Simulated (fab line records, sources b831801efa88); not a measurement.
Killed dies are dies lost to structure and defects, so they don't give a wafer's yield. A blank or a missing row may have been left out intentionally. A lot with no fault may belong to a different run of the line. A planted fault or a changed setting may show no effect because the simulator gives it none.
Which of the tools did it? || flow gf180mcu || 13 lots with 39 wafers sampled at 2 steps, on a route of 602 steps

WHAT THE GAUGES SHOWED, per wafer
GF_V5_BOW_MEAS_05. Usual: V5_BOW gives 134 um (standard deviation 10).
{"lot": "L270", "measured": "day 26 21:48", "on": "film-metro-03", "V5_BOW (um)": "108 114 126", "flag": ""}
{"lot": "L271", "measured": "day 27 06:01", "on": "film-metro-02", "V5_BOW (um)": "124 128 128", "flag": ""}
{"lot": "L272", "measured": "day 27 15:42", "on": "film-metro-01", "V5_BOW (um)": "143 131 137", "flag": ""}
{"lot": "L273", "measured": "day 28 04:27", "on": "film-metro-02", "V5_BOW (um)": "127 128 121", "flag": ""}
{"lot": "L274", "measured": "day 28 08:44", "on": "film-metro-02", "V5_BOW (um)": "119 124 123", "flag": ""}
{"lot": "L275", "measured": "day 28 18:35", "on": "film-metro-01", "V5_BOW (um)": "151 148 157", "flag": ""}
{"lot": "L276", "measured": "day 28 19:37", "on": "film-metro-03", "V5_BOW (um)": "143 139 130", "flag": ""}
{"lot": "L278", "measured": "day 29 12:10", "on": "film-metro-02", "V5_BOW (um)": "133 136 132", "flag": ""}
{"lot": "L282", "measured": "day 30 14:46", "on": "film-metro-02", "V5_BOW (um)": "135 143 137", "flag": ""}
{"lot": "L283", "measured": "day 30 22:29", "on": "film-metro-02", "V5_BOW (um)": "145 135 152", "flag": ""}
{"lot": "L287", "measured": "day 32 00:00", "on": "film-metro-01", "V5_BOW (um)": "132 126 125", "flag": ""}
{"lot": "L290", "measured": "day 32 16:40", "on": "film-metro-03", "V5_BOW (um)": "148 124 128", "flag": ""}
{"lot": "L291", "measured": "day 32 22:47", "on": "film-metro-02", "V5_BOW (um)": "135 135 140", "flag": ""}

EACH LOT AND THE TOOL THAT RAN IT (in order: tool; ch and the chambers of the sampled wafers; start)
{"lot": "L270", "GF_V5_CMP_04": "cmp-02 ch 0,1,2, day 26 21:35"}
{"lot": "L271", "GF_V5_CMP_04": "cmp-02 ch 0,1,3, day 27 05:47"}
{"lot": "L272", "GF_V5_CMP_04": "cmp-02 ch 2,3, day 27 15:22"}
{"lot": "L273", "GF_V5_CMP_04": "cmp-02 ch 2,3, day 28 04:08"}
{"lot": "L274", "GF_V5_CMP_04": "cmp-02 ch 0,2,3, day 28 08:35"}
{"lot": "L275", "GF_V5_CMP_04": "cmp-01 ch 0,1, day 28 18:16"}
{"lot": "L276", "GF_V5_CMP_04": "cmp-02 ch 1,3, day 28 19:19"}
{"lot": "L278", "GF_V5_CMP_04": "cmp-01 ch 0,1, day 29 11:52"}
{"lot": "L282", "GF_V5_CMP_04": "cmp-01 ch 0,2, day 30 14:27"}
{"lot": "L283", "GF_V5_CMP_04": "cmp-02 ch 0,2,3, day 30 22:14"}
{"lot": "L287", "GF_V5_CMP_04": "cmp-01 ch 0,1,2, day 31 23:46"}
{"lot": "L290", "GF_V5_CMP_04": "cmp-02 ch 0,3, day 32 16:19"}
{"lot": "L291", "GF_V5_CMP_04": "cmp-01 ch 1,2, day 32 22:29"}
- GF_V5_CMP_04: polishes SiO2.

WHAT THE TOOLS THEMSELVES READ (means of the sampled wafers that have a number; where no wafer has one, the mark that the record gives instead)
GF_V5_CMP_04. Usual: motor-current-A 12.2 A, standard deviation 1.2; retaining-ring-pressure-frac 0.999, standard deviation 0.0053.
{"lot": "L270", "tool": "cmp-02", "motor-current-A (A)": 13.0, "retaining-ring-pressure-frac": 1.000, "flag": ""}
{"lot": "L271", "tool": "cmp-02", "motor-current-A (A)": 13.1, "retaining-ring-pressure-frac": 0.996, "flag": ""}
{"lot": "L272", "tool": "cmp-02", "motor-current-A (A)": 12.0, "retaining-ring-pressure-frac": 1.003, "flag": ""}
{"lot": "L273", "tool": "cmp-02", "motor-current-A (A)": 12.0, "retaining-ring-pressure-frac": 1.001, "flag": ""}
{"lot": "L274", "tool": "cmp-02", "motor-current-A (A)": 12.5, "retaining-ring-pressure-frac": 0.998, "flag": ""}
{"lot": "L275", "tool": "cmp-01", "motor-current-A (A)": 12.4, "retaining-ring-pressure-frac": 1.002, "flag": ""}
{"lot": "L276", "tool": "cmp-02", "motor-current-A (A)": 13.0, "retaining-ring-pressure-frac": 0.994, "flag": ""}
{"lot": "L278", "tool": "cmp-01", "motor-current-A (A)": 12.8, "retaining-ring-pressure-frac": 0.997, "flag": ""}
{"lot": "L282", "tool": "cmp-01", "motor-current-A (A)": 10.8, "retaining-ring-pressure-frac": 0.991, "flag": ""}
{"lot": "L283", "tool": "cmp-02", "motor-current-A (A)": 12.5, "retaining-ring-pressure-frac": 0.998, "flag": ""}
{"lot": "L287", "tool": "cmp-01", "motor-current-A (A)": 11.9, "retaining-ring-pressure-frac": 0.998, "flag": ""}
{"lot": "L290", "tool": "cmp-02", "motor-current-A (A)": 13.1, "retaining-ring-pressure-frac": 1.005, "flag": ""}
{"lot": "L291", "tool": "cmp-01", "motor-current-A (A)": 12.3, "retaining-ring-pressure-frac": 1.002, "flag": ""}

THE ANSWER, worked out from the rows above alone
Rule: take the mean of a lot's wafers that have a number; if it is more than 3 standard deviations from the usual mean, the lot is off. Also off: a lot with no number at a reading for which 4 or more lots have one. Any other lot the step has rows for is counted as sound. The gauges are gone through in route order, then the tools' own readings, and for those a lot's mean is taken as printed above. At the first step where some lot is off, the reading lying furthest off is the one used; lots without a number count as furthest.
No lot is off at any reading shown: from this, nothing can be told.

WHAT THE SIMULATOR PUT IN
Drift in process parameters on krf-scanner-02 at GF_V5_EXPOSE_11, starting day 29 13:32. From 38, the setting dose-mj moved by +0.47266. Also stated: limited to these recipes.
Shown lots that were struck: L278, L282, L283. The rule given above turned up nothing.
